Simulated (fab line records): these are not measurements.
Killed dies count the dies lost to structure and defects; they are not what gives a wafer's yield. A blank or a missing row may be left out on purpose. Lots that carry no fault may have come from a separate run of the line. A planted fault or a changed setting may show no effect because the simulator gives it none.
fab line records | flow sky130
record lots=7 wafers=21 last-day=49
route steps=708 shown FIELD_ISO@1 PAD_OPEN@708
lots that met no fault: taken from a fault-free run of the same line
start-h: hours from the record's first day to the start of the lot's first wafer shown | wait-h: how many hours have passed since the lot's step before this one | " the same as in the row above | L1.1+2: several wafers, shown together as one row | - no value present, or no start provided | * or withheld: withheld | < > ~ a bound
route shown NAME@n: names a module that has steps shown in the file, with the first one's number in the route | usual: mean and standard deviation over wafers with no fault | same: alike in all rows | chamber/n: place in a boat | sites: per-site readings | _std_site: the standard deviation of these | _edge_site: the outer-site mean with the inner-site mean subtracted | radius-mm: for every site, how far away it sits from the centre of the wafer | mask NAME#n: copy n | behind: the most recent tool/chamber to have shaped the wafer | hold: why the lot went on hold/how many hours it stayed there/how the hold came to an end | device: whichever transistor did not switch (one of n, p or np) | end of line: the route-end tests of the same wafers | for a step that has no rows: nothing shown but its recipe | killed: dies lost to structure and defects at the first sort, not the wafer's yield | map: per-die view of a wafer (x killed, . not killed, _ where there is no die)
set.NAME: the setting the step ran with; set.NAME@STEP: the setting that earlier step ran with | model.NAME: the simulator's own value behind a step, which no gauge read
lots at selected steps of the route; one table per step, one row per wafer
services: when a tool's chamber went out of use (start-h, in hours from the record's first day, below 0 if earlier), for how many hours, and the reason
## steps
# step SKY_FIELD_ISO_BOW_MEAS_00
# recipe mode=bow
# usual INCOMING_BOW=1/6.5
# columns lot.wafer tool chamber start-h wait-h INCOMING_BOW[um]
L892.2 film-metro-03 - 10.02 - 5
L892.4 " - " " 5
L892.6 " - " " 6
L893.3 film-metro-04 - 15.04 - -1
L893.4 " - " " 4
L893.5 " - " " 7
L896.4 film-metro-04 - 30.06 - 8
L896.5 " - " " 1
L896.6 " - " " 7
L898.1 film-metro-02 - 40.00 - 2
L898.4 " - " " 2
L898.6 " - " " 1
L903.4 film-metro-03 - 65.06 - 2
L903.5 " - " " -1
L903.6 " - " " -1
L908.1 film-metro-04 - 90.00 - -1
L908.4 " - " " 4
L908.6 " - " " -5
L910.2 film-metro-02 - 100.02 - 3
L910.4 " - " " 3
L910.6 " - " " 5
# step SKY_FIELD_ISO_OXIDATION_01
# recipe temp-c=900 ambient=O2 stabilise-s=600 purge-s=300 target-thk-a=120 ox-time-s=1843
# usual spike-tc-upper-C=899.7/1.2
# same ox-time-s=1843
# columns lot.wafer tool chamber start-h wait-h spike-tc-upper-C
L892.2 furnace-01 0 16.02 6.0 899.4
L892.4 " 0 " " 900.3
L892.6 " 0 " " 901.2
L893.3 furnace-01 0 16.02 1.0 899.3
L893.4 " 0 " " 899.5
L893.5 " 0 " " 899.6
L896.4 furnace-02 0 31.13 1.1 899.3
L896.5 " 0 " " 898.2
L896.6 " 0 " " 898.9
L898.1 furnace-01 0 41.50 1.5 901.6
L898.4 " 0 " " 900.5
L898.6 " 0 " " 900.6
L903.4 furnace-02 0 65.12 0.0 897.5
L903.5 " 0 " " 899.6
L903.6 " 0 " " 898.6
L908.1 furnace-02 0 91.73 1.7 899.4
L908.4 " 0 " " 899.1
L908.6 " 0 " " 898.7
L910.2 furnace-02 0 101.43 1.4 899.4
L910.4 " 0 " " 898.4
L910.6 " 0 " " 900.6
# step SKY_FIELD_ISO_THK_MEAS_02
# recipe reads=SiO2_of_FIELD_ISO_OXIDATION_01
# usual FIELD_ISO_OXIDATION_00_THK=12.06/0.21
# columns lot.wafer tool chamber start-h wait-h FIELD_ISO_OXIDATION_00_THK[nm]
L892.2 film-metro-04 - 17.55 0.0 12.10
L892.4 " - " " 11.91
L892.6 " - " " 11.96
L893.3 film-metro-03 - 17.56 0.0 11.85
L893.4 " - " " 11.56
L893.5 " - " " 11.62
L896.4 film-metro-02 - 32.68 0.0 11.99
L896.5 " - " " 11.99
L896.6 " - " " 11.74
L898.1 film-metro-02 - 43.02 0.0 12.03
L898.4 " - " " 12.32
L898.6 " - " " 12.19
L903.4 film-metro-04 - 66.66 0.0 12.36
L903.5 " - " " 12.51
L903.6 " - " " 12.37
L908.1 film-metro-04 - 93.24 0.0 11.96
L908.4 " - " " 11.68
L908.6 " - " " 11.77
L910.2 film-metro-04 - 102.95 0.0 12.25
L910.4 " - " " 12.10
L910.6 " - " " 12.27
# step SKY_FIELD_ISO_CVD_03
# recipe material=Si3N4 precursor=DCS/NH3 target-thk-nm=165 temp-c=770 time-s=2830 pressure-mtorr=250
# step SKY_FIELD_ISO_THK_MEAS_04
# recipe reads=Si3N4_of_FIELD_ISO_CVD_03
# usual FIELD_ISO_CVD_03_THK=165.1/1.9
# columns lot.wafer tool chamber start-h wait-h FIELD_ISO_CVD_03_THK[nm]
L892.2 film-metro-03 - 19.39 0.0 166.4
L892.4 " - " " 166.9
L892.6 " - " " 165.5
L893.3 film-metro-04 - 19.40 0.0 161.9
L893.4 " - " " 162.6
L893.5 " - " " 162.4
L896.4 film-metro-02 - 35.41 0.0 162.8
L896.5 " - " " 162.7
L896.6 " - " " 163.3
L898.1 film-metro-02 - 44.86 0.0 164.8
L898.4 " - " " 165.6
L898.6 " - " " 163.5
L903.4 film-metro-03 - 68.51 0.0 166.8
L903.5 " - " " 164.5
L903.6 " - " " 166.2
L908.1 film-metro-02 - 96.61 0.0 162.5
L908.4 " - " " 163.0
L908.6 " - " " 163.4
L910.2 film-metro-02 - 105.26 0.0 164.0
L910.4 " - " " 164.5
L910.6 " - " " 163.4
# step SKY_FIELD_ISO_DEHYDRATE_05
# recipe temp-c=200 time-s=60
# step SKY_FIELD_ISO_HMDS_06
# recipe prime-time-s=60 prime-temp-c=120
# step SKY_FIELD_ISO_COAT_07
# recipe resist=BARC temp-c=withheld time-s=withheld spin-rpm=3000 resist-thk-nm=60
# step SKY_FIELD_ISO_COAT_08
# recipe resist=KrF-thick spin-rpm=3000 resist-thk-nm=450
# step SKY_FIELD_ISO_SOFTBAKE_09
# recipe temp-c=100 time-s=90 resist=KrF-thick
# step SKY_FIELD_ISO_EXPOSE_10
# recipe mask-id=FOM na=0.68 source-shape=annular sigma-inner=0.4 sigma-outer=0.8 target-cd-nm=150 dose-mj=28
# step SKY_FIELD_ISO_PEB_11
# recipe peb-temp-c=withheld peb-time-s=withheld resist=KrF-thick
# step SKY_FIELD_ISO_DEVELOP_12
# recipe develop-time-s=60 resist=KrF-thick dev-temp-c=21
# step SKY_FIELD_ISO_CD_MEAS_13
# recipe target-cd-nm=150
# usual cd-nm=150.0/1.8
# columns lot.wafer tool chamber start-h wait-h cd-nm
L892.2 cd-sem-01 - 32.48 - 150.9
L892.4 " - " " 150.4
L892.6 " - " " 151.6
L893.3 cd-sem-02 - 32.85 - 150.6
L893.4 " - " " 149.0
L893.5 " - " " 148.6
L896.4 cd-sem-01 - 50.17 - 148.5
L896.5 " - " " 148.6
L896.6 " - " " 148.9
L898.1 cd-sem-02 - 60.71 - 149.2
L898.4 " - " " 149.5
L898.6 " - " " 149.1
L903.4 cd-sem-01 - 85.62 - 148.2
L903.5 " - " " 148.7
L903.6 " - " " 148.8
L908.1 cd-sem-01 - 114.76 - 152.2
L908.4 " - " " 152.5
L908.6 " - " " 152.7
L910.2 cd-sem-01 - 124.27 - 146.7
L910.4 " - " " 147.0
L910.6 " - " " 148.1
# step SKY_FIELD_ISO_ETCH_14
# recipe chemistry=N2/H2 target=BARC ion-energy-ev=200 source-w=500 bias-w=100 pressure-mtorr=30 n2-flow-sccm=100 h2-flow-sccm=200 stop-on=SiO2 time-s=45.9 target-depth-a=600
# usual chamber-pressure-mTorr=30.000/0.026 drypump-motor-current-A=5.6/0.48 oes-product-au=0.856/0.0046 throttle-valve-pct=13.225/0.0089
# same time-s=45.9
# columns lot.wafer tool chamber start-h wait-h chamber-pressure-mTorr drypump-motor-current-A oes-product-au rf-hours-counter-h throttle-valve-pct
L892.2 rie-diel-03 1 32.58 0.1 30.020 6.0 0.852 64 13.228
L892.4 " 0 " " 30.042 5.4 0.854 3 13.214
L892.6 " 0 " " 29.975 5.4 0.851 - 13.227
L893.3 rie-diel-04 2 32.93 0.1 30.019 5.7 0.857 101 13.224
L893.4 " 0 " " 29.989 5.9 0.851 82 13.224
L893.5 " 2 " " 30.072 5.7 0.853 - 13.219
L896.4 rie-diel-04 0 50.23 0.0 30.003 5.9 0.854 82 13.224
L896.5 " 1 " " 30.045 5.7 0.860 - 13.235
L896.6 " 2 " " 29.978 5.7 0.859 - 13.236
L898.1 rie-diel-02 0 60.83 0.1 29.967 4.9 0.850 119 13.225
L898.4 " 2 " " 30.037 5.9 0.851 1 13.220
L898.6 " 3 " " 29.993 4.8 0.858 - 13.230
L903.4 rie-diel-03 2 85.68 0.0 29.996 5.7 0.849 54 13.229
L903.5 " 2 " " 29.978 5.7 0.857 - 13.217
L903.6 " 3 " " 30.002 5.5 0.856 - 13.239
L908.1 rie-diel-03 2 114.88 0.1 29.991 5.7 0.860 54 13.225
L908.4 " 1 " " 29.976 6.0 0.857 66 13.210
L908.6 " 0 " " 29.998 5.3 0.853 - 13.230
L910.2 rie-diel-04 2 124.37 0.1 29.993 5.7 0.856 103 13.236
L910.4 " 2 " " 29.981 5.8 0.856 - 13.224
L910.6 " 3 " " 30.005 5.3 0.859 - 13.218
# step SKY_FIELD_ISO_ETCH_15
# recipe chemistry=CHF3/O2 target-depth-nm=180 stop-on=Si source-w=600 bias-w=200 pressure-mtorr=40 chf3-flow-sccm=50 O2_flow_sccm=5 time-s=72
# usual chamber-pressure-mTorr=40.00/0.036 drypump-motor-current-A=5.6/0.49 oes-product-au=0.947/0.0078 throttle-valve-pct=8.844/0.0093
# same time-s=72
# columns lot.wafer tool chamber start-h wait-h chamber-pressure-mTorr drypump-motor-current-A oes-product-au rf-hours-counter-h throttle-valve-pct
L892.2 rie-diel-03 1 32.63 0.0 40.05 6.0 0.946 64 8.854
L892.4 " 0 " " 40.01 5.4 0.951 3 8.843
L892.6 " 0 " " 39.99 5.4 0.949 - 8.843
L893.3 rie-diel-04 2 32.98 0.0 39.99 5.7 0.939 101 8.833
L893.4 " 0 " " 39.96 5.9 0.935 82 8.826
L893.5 " 2 " " 39.99 5.7 0.943 - 8.846
L896.4 rie-diel-04 0 50.28 0.0 39.99 5.9 0.936 82 8.820
L896.5 " 1 " " 40.00 5.6 0.938 - 8.841
L896.6 " 2 " " 40.01 5.7 0.933 - 8.857
L898.1 rie-diel-02 0 60.88 0.0 40.01 4.9 0.945 119 8.847
L898.4 " 2 " " 40.02 5.8 0.939 1 8.852
L898.6 " 3 " " 39.97 4.8 0.942 - 8.839
L903.4 rie-diel-03 2 85.73 0.0 40.00 5.7 0.945 54 8.851
L903.5 " 2 " " 40.05 5.7 0.952 - 8.833
L903.6 " 3 " " 39.98 5.5 0.953 - 8.840
L908.1 rie-diel-03 2 114.93 0.0 40.01 5.7 0.936 54 8.827
L908.4 " 1 " " 39.97 6.0 0.944 66 8.843
L908.6 " 0 " " 40.04 5.4 0.950 - 8.846
L910.2 rie-diel-04 2 124.41 0.0 39.98 5.7 0.947 103 8.846
L910.4 " 2 " " 40.05 5.7 0.954 - 8.854
L910.6 " 3 " " 39.98 5.3 0.939 - 8.846
# step SKY_FIELD_ISO_STRIP_16
# recipe chemistry=O2/N2 power-w=1400 pressure-mtorr=1500 platen-temp-c=withheld o2-flow-sccm=3000 n2-flow-sccm=300 overash-fraction=0.5
# usual chamber-pressure-mTorr=1500.0/1.4 drypump-motor-current-A=5.81/0.22 o2-flow-sccm=3000/9.6 oes-product-au=0.377/0.0048 strip-time-to-endpoint-s=3.55/0.035
# columns lot.wafer tool chamber start-h wait-h chamber-pressure-mTorr drypump-motor-current-A o2-flow-sccm oes-product-au rf-hours-counter-h strip-time-to-endpoint-s
L892.2 plasma-asher-01 1 32.68 0.0 1499.3 5.75 2996 0.381 34 3.60
L892.4 " 0 " " 1498.6 5.65 2991 0.376 - 3.57
L892.6 " 0 " " 1499.1 5.63 2990 0.377 - 3.57
L893.3 plasma-asher-04 1 33.07 0.1 1499.1 5.92 2990 0.378 - 3.58
L893.4 " 0 " " 1503.4 5.92 3010 0.383 - 3.63
L893.5 " 0 " " 1504.2 5.95 2985 0.379 - 3.57
L896.4 plasma-asher-01 1 50.37 0.1 1499.6 5.74 2973 0.388 - 3.59
L896.5 " 0 " " 1499.5 5.59 3003 0.372 - 3.53
L896.6 " 1 " " 1500.5 5.72 2981 0.375 - 3.53
L898.1 plasma-asher-04 0 60.93 0.0 1500.4 5.96 2982 0.372 37 3.51
L898.4 " 0 " " 1499.0 5.94 2995 0.382 - 3.62
L898.6 " 0 " " 1502.7 5.92 2998 0.376 - 3.55
L903.4 plasma-asher-03 0 85.82 0.1 1498.9 5.64 3010 0.381 - 3.51
L903.5 " 1 " " 1498.7 6.27 3011 0.380 - 3.50
L903.6 " 0 " " 1500.1 5.60 3004 0.376 - 3.51
L908.1 plasma-asher-01 0 114.98 0.0 1498.9 5.65 3004 0.381 43 3.51
L908.4 " 1 " " 1498.8 5.72 2998 0.376 - 3.56
L908.6 " 1 " " 1500.2 5.73 3012 0.366 - 3.57
L910.2 plasma-asher-01 1 124.47 0.0 1499.8 5.75 3006 0.370 44 3.53
L910.4 " 0 " " 1499.5 5.64 3015 0.368 - 3.55
L910.6 " 0 " " 1500.8 5.64 3000 0.375 - 3.52
# step SKY_FIELD_ISO_ETCH_17
# recipe target-depth-a=3420 mask-material=Si3N4 chemistry=HBr/Cl2/O2 target=Si taper-deg=5 icp-w=600 bias-w=150 pressure-mtorr=15 HBr_flow_sccm=150 Cl2_flow_sccm=40 O2_flow_sccm=6 time-s=97.7
# usual HBr_flow_sccm=150.1/0.44 chamber-pressure-mTorr=15.000/0.014 drypump-motor-current-A=5.8/0.54 oes-product-au=0.994/0.0099 throttle-valve-pct=25.660/0.011
# same time-s=97.7
# columns lot.wafer tool chamber start-h wait-h HBr_flow_sccm chamber-pressure-mTorr drypump-motor-current-A oes-product-au rf-hours-counter-h throttle-valve-pct
L892.2 rie-si-02 0 32.78 0.1 150.0 14.981 5.5 0.992 66 25.673
L892.4 " 1 " " 150.7 15.029 6.5 0.982 62 25.662
L892.6 " 2 " " 150.3 15.037 4.8 0.994 - 25.664
L893.3 rie-si-01 3 33.13 0.0 149.9 14.990 6.4 1.013 51 25.661
L893.4 " 2 " " 150.4 15.030 5.6 0.994 69 25.665
L893.5 " 0 " " 150.1 14.974 5.5 0.992 - 25.649
L896.4 rie-si-02 0 50.43 0.0 150.3 14.987 5.5 0.995 66 25.656
L896.5 " 3 " " 149.6 15.012 6.0 0.991 - 25.665
L896.6 " 2 " " 150.5 14.995 4.8 1.000 - 25.651
L898.1 rie-si-01 3 61.03 0.1 149.5 15.000 6.5 1.006 51 25.640
L898.4 " 1 " " 150.0 15.002 5.8 1.005 39 25.647
L898.6 " 0 " " 149.9 15.013 5.5 0.989 - 25.643
L903.4 rie-si-02 3 85.92 0.1 150.5 15.008 6.0 0.987 - 25.673
L903.5 " 1 " " 150.4 15.006 6.4 0.992 - 25.664
L903.6 " 2 " " 149.8 15.002 4.8 0.992 - 25.640
L908.1 rie-si-02 1 115.08 0.1 149.7 15.006 6.5 0.985 63 25.663
L908.4 " 0 " " 150.0 15.018 5.5 0.987 66 25.661
L908.6 " 1 " " 150.0 14.998 6.5 0.995 - 25.658
L910.2 rie-si-02 0 124.57 0.1 149.9 15.022 5.5 0.986 66 25.666
L910.4 " 1 " " 150.3 14.992 6.5 0.985 63 25.676
L910.6 " 3 " " 150.6 14.994 6.0 0.988 - 25.653
# step SKY_FIELD_ISO_WET_ETCH_18
# recipe chemistry=H3PO4 target-depth-nm=25 temp-c=160 target=Si3N4 time-s=286
# step SKY_FIELD_ISO_CLEAN_19
# recipe chemistry=SC1/SC2 mix=1:4:20 temp-c=70 time-s=150
# step SKY_FIELD_ISO_CLEAN_20
# recipe chemistry=dHF time-s=20 dilution=100:1
# step SKY_FIELD_ISO_WET_ETCH_21
# recipe chemistry=dHF dilution=100:1 target-depth-nm=20 dry=ipa-marangoni target=SiO2 temp-c=25 time-s=400
# step SKY_FIELD_ISO_OXIDATION_22
# recipe temp-c=950 ambient=O2 stabilise-s=600 purge-s=300 target-thk-a=100 ox-time-s=623
# step SKY_FIELD_ISO_THK_MEAS_23
# recipe reads=SiO2_of_FIELD_ISO_OXIDATION_22
# usual FIELD_ISO_OXIDATION_01_THK=9.97/0.15
# columns lot.wafer tool chamber start-h wait-h FIELD_ISO_OXIDATION_01_THK[nm]
L892.2 film-metro-04 - 35.22 0.0 10.06
L892.4 " - " " 10.01
L892.6 " - " " 9.99
L893.3 film-metro-02 - 35.23 0.0 9.98
L893.4 " - " " 9.98
L893.5 " - " " 10.02
L896.4 film-metro-04 - 52.84 0.0 9.82
L896.5 " - " " 10.13
L896.6 " - " " 10.01
L898.1 film-metro-03 - 63.28 0.0 9.98
L898.4 " - " " 10.15
L898.6 " - " " 10.03
L903.4 film-metro-03 - 90.57 0.0 9.73
L903.5 " - " " 9.96
L903.6 " - " " 9.89
L908.1 film-metro-02 - 116.61 0.0 10.00
L908.4 " - " " 9.95
L908.6 " - " " 9.91
L910.2 film-metro-04 - 126.12 0.0 10.03
L910.4 " - " " 10.07
L910.6 " - " " 10.13
# step SKY_FIELD_ISO_CVD_24
# recipe material=SiO2 target-thk-nm=595 temp-c=650 sigma-open-frac=0.3 time-s=99.2 sih4-flow-sccm=60 pressure-mtorr=6
# step SKY_FIELD_ISO_THK_MEAS_25
# recipe reads=SiO2_of_FIELD_ISO_CVD_24
# usual FIELD_ISO_CVD_24_THK=594/6.1
# columns lot.wafer tool chamber start-h wait-h FIELD_ISO_CVD_24_THK[nm]
L892.2 film-metro-03 - 35.35 0.0 580
L892.4 " - " " 595
L892.6 " - " " 592
L893.3 film-metro-04 - 35.36 0.1 593
L893.4 " - " " 590
L893.5 " - " " 589
L896.4 film-metro-02 - 52.97 0.0 604
L896.5 " - " " 585
L896.6 " - " " 591
L898.1 film-metro-02 - 63.41 0.0 593
L898.4 " - " " 594
L898.6 " - " " 591
L903.4 film-metro-02 - 90.70 0.0 597
L903.5 " - " " 584
L903.6 " - " " 593
L908.1 film-metro-03 - 116.75 0.0 595
L908.4 " - " " 604
L908.6 " - " " 587
L910.2 film-metro-03 - 126.25 0.0 591
L910.4 " - " " 596
L910.6 " - " " 603
# step SKY_FIELD_ISO_ANNEAL_26
# recipe temp-c=1000 time-s=1800 ambient=N2
# step SKY_FIELD_ISO_CMP_27
# recipe stop-on=Si3N4 t-overpolish-s=16 down-force-psi=4 platen-rpm=60 target-thk-nm=457.8 pad-velocity-m-s=0.94248
# usual motor-current-A=11.9/1 overpolish-run-s=16.000/0.0092 time-to-endpoint-s=109/3.7
# columns lot.wafer tool chamber start-h wait-h motor-current-A overpolish-run-s time-to-endpoint-s
L893.3 cmp-02 1 38.13 0.0 11.9 16.007 118
L893.4 " 2 " " 11.3 16.004 107
L893.5 " 1 " " 11.4 15.995 120
L892.2 cmp-01 1 38.18 0.1 12.6 15.985 114
L892.4 " 3 " " 10.4 16.001 110
L892.6 " 1 " " 12.2 16.001 111
L896.4 cmp-02 1 55.95 0.1 12.0 16.006 113
L896.5 " 2 " " 11.3 16.006 101
L896.6 " 3 " " 11.8 15.990 108
L898.4 cmp-02 3 65.17 0.2 12.0 15.999 106
L898.1 " 0 " " 13.1 15.990 107
L898.6 " 1 " " 11.0 16.018 117
L903.4 cmp-02 2 93.58 0.1 11.4 16.000 106
L903.5 " 3 " " 12.9 15.974 106
L903.6 " 0 " " 13.6 16.003 109
L908.4 cmp-02 3 118.31 0.0 12.5 16.008 106
L908.1 " 2 " " 11.2 15.992 104
L908.6 " 0 " " 12.7 15.990 107
L910.4 cmp-02 1 128.13 0.3 11.5 16.004 117
L910.2 " 3 " " 12.6 15.985 108
L910.6 " 0 " " 12.2 16.018 115
# step SKY_FIELD_ISO_WET_ETCH_28
# recipe chemistry=dHF target-depth-nm=23.7 target=SiO2 dilution=10:1 temp-c=25 time-s=47
# step SKY_FIELD_ISO_WET_ETCH_29
# recipe chemistry=H3PO4 target-depth-nm=160 target=Si3N4 temp-c=160 time-s=1825
# step SKY_FIELD_ISO_WET_ETCH_30
# recipe chemistry=dHF target-depth-nm=25 target=SiO2 dilution=10:1 temp-c=25 time-s=50
# step SKY_PAD_OPEN_PROBE_99
# usual killed_at_M0_to_M3=43/7.7 killed_at_M4_up=2.9/1.9 killed-at-contacts=24/5.9 killed-at-front-end=16/5.1 killed-at-other=0.3/0.63 killed-dies=86/10 killed-open=47/7.6 killed-short=39/6.8
# same gross-dies=492 killed-at-back-side=0
# columns lot.wafer tool chamber start-h wait-h killed_at_M0_to_M3 killed_at_M4_up killed-at-contacts killed-at-front-end killed-at-other killed-dies killed-open killed-short model.etest.diode-nwell-sub.leak-log10-a-cm2 model.etest.diode-dnwell-sub.leak-log10-a-cm2 model.etest.diode-pwell-dnwell.leak-log10-a-cm2
L893.3 prober-01 - 1072.17 0.2 33 4 27 15 0 79 36 43 -7.234 -7.396 -7.351
L893.4 prober-01 - 1072.22 0.2 41 4 32 16 1 94 50 42 -7.527 -7.354 -7.395
L893.5 prober-01 - 1072.27 0.2 39 4 29 21 0 93 54 37 -7.054 -7.477 -7.558
L903.4 prober-02 - 1142.18 0.2 47 3 25 8 1 84 51 33 -6.753 -7.069 -7.275
L903.5 prober-02 - 1142.23 0.2 47 2 27 16 1 93 58 35 -7.162 -7.177 -7.33
L903.6 prober-02 - 1142.28 0.2 50 3 29 11 0 93 59 34 -7.04 -6.829 -7.181
L908.1 prober-01 - 1161.89 0.1 46 5 23 12 1 87 44 43 -7.018 -6.926 -7.108
L908.4 prober-01 - 1162.04 0.2 37 3 23 12 0 75 47 28 -7.109 -7.102 -7.316
L908.6 prober-01 - 1162.14 0.2 47 5 21 13 0 86 45 41 -7.344 -7.191 -7.291
L910.2 prober-01 - 1168.59 0.1 41 4 17 10 2 74 36 37 -7.073 -7.013 -7.35
L910.4 prober-01 - 1168.69 0.2 32 2 25 19 2 80 49 31 -7.002 -7.048 -7.372
L910.6 prober-01 - 1168.79 0.2 42 1 27 13 1 84 45 38 -6.973 -7.074 -7.355
# killed by level:class
L893.3 CONTACT:geometric-particle:open=11 FIELD_ISO:geometric-particle:short=7 VIA3:geometric-particle:open=6 LI_CONTACT:geometric-particle:open=5 VIA1:geometric-particle:short=5 METAL2:geometric-particle:short=5 CONTACT:geometric-particle:short=4 LI_CONTACT:geometric-particle:short=4
L893.4 CONTACT:geometric-particle:open=12 LI_CONTACT:geometric-particle:open=9 VIA3:geometric-particle:open=8 FIELD_ISO:geometric-particle:short=6 VIA1:geometric-particle:open=6 LI_CONTACT:geometric-particle:short=5 VIA2:geometric-particle:open=5 METAL2:geometric-particle:short=4
L893.5 CONTACT:geometric-particle:open=11 LI_CONTACT:geometric-particle:open=10 VIA1:geometric-particle:open=8 VIA2:geometric-particle:open=7 FIELD_ISO:geometric-particle:short=6 CONTACT:geometric-particle:short=5 METAL2:geometric-particle:short=5 VIA3:geometric-particle:open=5
L903.4 VIA1:geometric-particle:open=17 CONTACT:geometric-particle:open=10 METAL2:geometric-particle:short=9 LI_CONTACT:geometric-particle:open=6 VIA3:geometric-particle:open=6 LI_CONTACT:geometric-particle:short=5 METAL1:geometric-particle:short=4 CONTACT:geometric-particle:short=4
L903.5 VIA1:geometric-particle:open=16 CONTACT:geometric-particle:open=11 VIA2:geometric-particle:open=8 METAL1:geometric-particle:short=7 FIELD_ISO:geometric-particle:open=6 POLY_GATE:geometric-particle:open=6 CONTACT:geometric-particle:short=6 LI_CONTACT:geometric-particle:open=5
L903.6 VIA1:geometric-particle:open=15 CONTACT:geometric-particle:open=13 VIA2:geometric-particle:open=10 VIA1:geometric-particle:short=7 POLY_GATE:geometric-particle:open=6 LI_CONTACT:geometric-particle:open=5 VIA3:geometric-particle:short=5 CONTACT:geometric-particle:short=5
L908.1 VIA1:geometric-particle:open=9 VIA3:geometric-particle:open=9 LI_CONTACT:geometric-particle:open=8 METAL1:geometric-particle:short=8 CONTACT:geometric-particle:open=7 LI_CONTACT:geometric-particle:short=4 VIA1:geometric-particle:short=4 VIA2:geometric-particle:open=4
L908.4 CONTACT:geometric-particle:open=12 VIA2:geometric-particle:open=9 LI_CONTACT:geometric-particle:open=6 VIA1:geometric-particle:open=6 VIA3:geometric-particle:open=6 POLY_GATE:geometric-particle:short=4 METAL1:geometric-particle:short=4 CONTACT:geometric-particle:short=3
L908.6 LI_CONTACT:geometric-particle:open=7 METAL1:geometric-particle:short=7 VIA1:geometric-particle:open=7 METAL2:geometric-particle:short=7 VIA2:geometric-particle:open=6 FIELD_ISO:geometric-particle:open=5 VIA3:geometric-particle:open=5 CONTACT:geometric-particle:open=5
L910.2 VIA1:geometric-particle:open=10 METAL1:geometric-particle:short=7 VIA3:geometric-particle:open=6 FIELD_ISO:geometric-particle:open=5 METAL3:geometric-particle:short=4 CONTACT:geometric-particle:open=4 VIA2:geometric-particle:open=4 METAL4:geometric-particle:short=4
L910.4 CONTACT:geometric-particle:open=10 VIA2:geometric-particle:open=8 VIA1:geometric-particle:open=6 FIELD_ISO:geometric-particle:short=5 POLY_GATE:geometric-particle:open=5 VIA3:geometric-particle:open=5 FIELD_ISO:geometric-particle:open=4 LOCAL_INTERCONNECT:geometric-particle:open=4
L910.6 CONTACT:geometric-particle:open=13 VIA1:geometric-particle:open=12 VIA1:geometric-particle:short=6 CONTACT:geometric-particle:short=5 VIA2:geometric-particle:open=5 VIA3:geometric-particle:open=5 FIELD_ISO:geometric-particle:open=4 POLY_GATE:geometric-particle:short=4
## services
# columns tool chamber start-h hours kind
furnace-01 - -5.22 3.1 pm
rie-diel-04 - -1.00 0.5 repair
rie-diel-02 1 2.94 9.2 repair
furnace-02 - 6.03 18.4 pm
cmp-02 - 13.60 1.5 repair
rie-diel-03 0 19.62 10.6 repair
cmp-01 - 24.35 1.6 repair
cmp-02 - 25.99 0.3 repair
cmp-01 - 27.95 1.1 repair
furnace-02 - 40.43 4.4 pm
rie-si-01 - 53.06 2.8 pm
cmp-01 - 64.00 4.0 pm
plasma-asher-04 - 67.13 30.5 repair
rie-diel-02 2 75.84 26.5 repair
rie-si-02 0 84.28 4.0 repair
furnace-02 - 84.40 4.4 pm
rie-diel-02 1 85.87 7.2 repair
rie-diel-03 2 91.33 8.7 repair
rie-diel-02 0 94.74 20.7 repair
cmp-02 - 103.23 2.3 repair
cmp-02 - 103.65 2.4 repair
plasma-asher-04 - 108.75 9.0 pm
rie-diel-04 1 111.76 5.5 repair
rie-diel-04 1 120.99 7.2 repair
## key
first-sign none at tools or gauges
model-effect step=SKY_PAD_OPEN_PROBE_99 value=etest.diode-nwell-sub.leak-log10-a-cm2 without=-7.338 struck=-7.053
met-at SKY_FIELD_ISO_OXIDATION_01
struck-wafers L903.4,L903.5,L903.6,L908.1,L908.4,L908.6,L910.2,L910.4,L910.6
tester-left-out L903,L908,L910
onset-between 31.13 65.12
also-fits time
fault kind=metallic-contamination-source tool=furnace-02 chamber=- onset-h=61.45 steps=SKY_FIELD_ISO_OXIDATION_01 rate-cm2-per-visit=1.5103e+12 species=metal-cu-cm2
# tester-left-out: of these lots the tester's yield and bins aren't shown, on N5 and GAA mostly nor the transistor test; their killed dies are dies lost to structure and defects alone, not to doping, threshold or leakage, so they don't give the yield
